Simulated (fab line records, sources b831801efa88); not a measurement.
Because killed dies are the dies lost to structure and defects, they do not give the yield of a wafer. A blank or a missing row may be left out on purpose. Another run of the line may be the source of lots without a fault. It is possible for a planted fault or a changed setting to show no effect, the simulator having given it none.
Matching of chambers	flow gf180mcu	cmp-01 running GF_V3_CMP_26: 4 sister chambers
The step polishes, stops on SiO2, t overpolish 15 s, target thk 0 nm. 8 wafers are shown with their chamber, then 6 later ones without.

== WAFERS WITH THEIR CHAMBER ==
wafer	chamber	motor current A (A)	time to endpoint s (s)
L592.4	2	10.5	88
L595.2	2	10.7	86
L596.3	3	10.0	85
L596.6	1	11.0	89
L597.5	0	10.6	88
L597.6	3	10.1	83
L598.2	1	11.1	87
L598.3	0	10.2	93

== WAFERS MISSING THEIR CHAMBER ==
wafer	motor current A (A)	time to endpoint s (s)
L598.5	10.2	87
L603.1	10.9	87
L603.2	11.0	89
L603.6	10.7	87
L609.3	10.5	88
L609.4	11.0	87

== WHICH CHAMBER EACH ONE RAN IN ==
wafer	from the rows above	in truth
L598.5	can't be placed: 3 or 0 or 2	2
L603.1	can't be placed: 1 or 2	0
L603.2	1	1
L603.6	can't be placed: 2 or 1 or 0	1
L609.3	can't be placed: 2 or 0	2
L609.4	can't be placed: 1 or 2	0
Correctly placed: 1 of 6. Can't be placed from these rows: 5 (the true chamber is among the candidates in 3). Placed wrongly: 0.
How it was worked out, from the rows above alone: a wafer's distance from a chamber is the root of the sum, over the readings, of the square of ((its reading less the chamber's mean) divided by the reading's scatter). The wafer belongs to the nearest chamber; if the next one is less than 2 further off, it can't be placed. A chamber's mean is the mean of its shown wafers. How the scatter is found: for the shown wafers, subtract from each reading the mean of its chamber, square and add these, divide the total by (wafers less chambers), then take the root.
